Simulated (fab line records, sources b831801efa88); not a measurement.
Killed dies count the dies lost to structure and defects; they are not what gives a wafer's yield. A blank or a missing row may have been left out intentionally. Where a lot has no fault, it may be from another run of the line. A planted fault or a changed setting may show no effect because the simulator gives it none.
One fault seen from 2 desks || flow sky130 || each desk holds nothing but its own numbers, with what lay behind them at the end

METROLOGY DESK
Means of the sampled wafers that have a number, per lot and without regard to the tool the lot ran on: this is what the gauges read. Marked OUT: a lot whose mean sits more than 4 standard deviations from the usual mean, which makes it out of limits; the brackets give that distance. Shown here are 7 of its 8 readings, the ones lying furthest out on some lot.
Columns: A = cd-nm at SKY_SD_P_CD_MEAS_07, usual 380.5 nm; B = SD_P_OVL at SKY_SD_P_OVL_MEAS_08, usual 0.8 nm; C = SD_P_TW at SKY_SD_P_TW_MEAS_11, usual 2837; D = RES_XHIGH_TW at SKY_RES_XHIGH_TW_MEAS_09, usual 1644; E = cd-nm at SKY_SD_N_CD_MEAS_07, usual 379.7 nm; F = SD_N_OVL at SKY_SD_N_OVL_MEAS_08, usual -0.1 nm; G = SD_N_TW at SKY_SD_N_TW_MEAS_12, usual 3985
{"lot": "L303", "first seen here": "day 26 21:54", "A": 382.3, "B": 3.2, "C": 2894, "D": 1627, "E": 382.2, "F": 0.4, "G": 3944}
{"lot": "L304", "first seen here": "day 27 02:02", "A": 377.4, "B": 0.0, "C": 2798, "D": 1626, "E": 383.6, "F": -2.6, "G": 3939}
{"lot": "L306", "first seen here": "day 28 03:35", "A": 377.4, "B": 0.3, "C": 2812, "D": 1626, "E": 383.2, "F": 2.3, "G": 3979}
{"lot": "L309", "first seen here": "day 28 23:49", "A": 381.0, "B": 1.4, "C": 2877, "D": 1660, "E": 381.0, "F": -1.6, "G": 3980}
{"lot": "L319", "first seen here": "day 32 10:44", "A": 379.6, "B": 2.7, "C": 2807, "D": 1633, "E": 381.2, "F": 2.6, "G": 4024}
Result from this desk: across the 5 lots, nothing is out of limits.

FOR THE TOOL OWNER'S DESK: implanter-01
SKY_SD_P_IMPLANT_09, tool's own readings: per-lot mean of the sampled wafers with a number, covering each lot this tool ran. Marked OUT: a lot whose mean sits more than 4 standard deviations from the usual mean, which makes it out of limits; the brackets give that distance.
Columns: A = beam-on-s at SKY_SD_P_IMPLANT_09, usual 13.0 s
{"lot": "L303", "first seen here": "day 26 22:04", "A": 13.1}
{"lot": "L306", "first seen here": "day 28 03:46", "A": 13.0}
{"lot": "L319", "first seen here": "day 32 10:55", "A": 13.0}
Result from this desk: across the 3 lots, nothing is out of limits.

ALL TOGETHER
The metrology desk saw nothing out of limits.
The desk of the tool owner found nothing out of limits.

WHAT THE SIMULATOR HAD PUT IN
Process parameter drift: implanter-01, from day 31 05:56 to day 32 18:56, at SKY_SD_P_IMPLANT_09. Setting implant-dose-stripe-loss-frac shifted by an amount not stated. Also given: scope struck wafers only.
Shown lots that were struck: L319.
